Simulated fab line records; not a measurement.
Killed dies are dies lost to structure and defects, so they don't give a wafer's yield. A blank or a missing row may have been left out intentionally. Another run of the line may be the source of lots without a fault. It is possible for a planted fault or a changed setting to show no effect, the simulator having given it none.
Matching of chambers -- flow sky130 -- SKY_PASSIVATION_CVD_00 on pecvd-04: 3 sister chambers
The step deposits SiO2, target thk 90 nm. 3 wafers are shown with their chamber, then 7 later ones without.

WAFERS WITH THEIR CHAMBER
wafer,chamber,heater-power-w (W)
L081.3,0,693
L088.4,1,677
L088.5,2,605

WAFERS WITHOUT THEIR CHAMBER
wafer,heater-power-w (W)
L088.6,649
L092.1,575
L092.2,574
L092.4,583
L097.2,628
L097.4,737
L097.6,631

WHICH CHAMBER EACH WENT THROUGH
wafer,from the rows above,in truth
L088.6,can't be placed: 1 or 0 or 2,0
L092.1,2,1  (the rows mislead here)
L092.2,2,2
L092.4,2,2
L097.2,can't be placed: 2 or 1 or 0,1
L097.4,can't be placed: 0 or 1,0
L097.6,can't be placed: 2 or 1 or 0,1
Correctly placed: 2 of 7. Not placeable from these rows: 4 (in 4, the candidates include the true chamber). Placed wrongly: 1.
How it was worked out, from the rows above alone: a wafer's distance from a chamber is the root of the sum, over the readings, of the square of ((its reading less the chamber's mean) divided by the reading's scatter). If the next closest chamber is less than 2 further off than the closest, the wafer can't be placed; otherwise it belongs to the closest. The mean given for a chamber averages the wafers shown for that chamber. The scatter (one wafer shown for each chamber): square how far every hidden wafer sits from the nearest shown wafer, average those squares and take the square root.
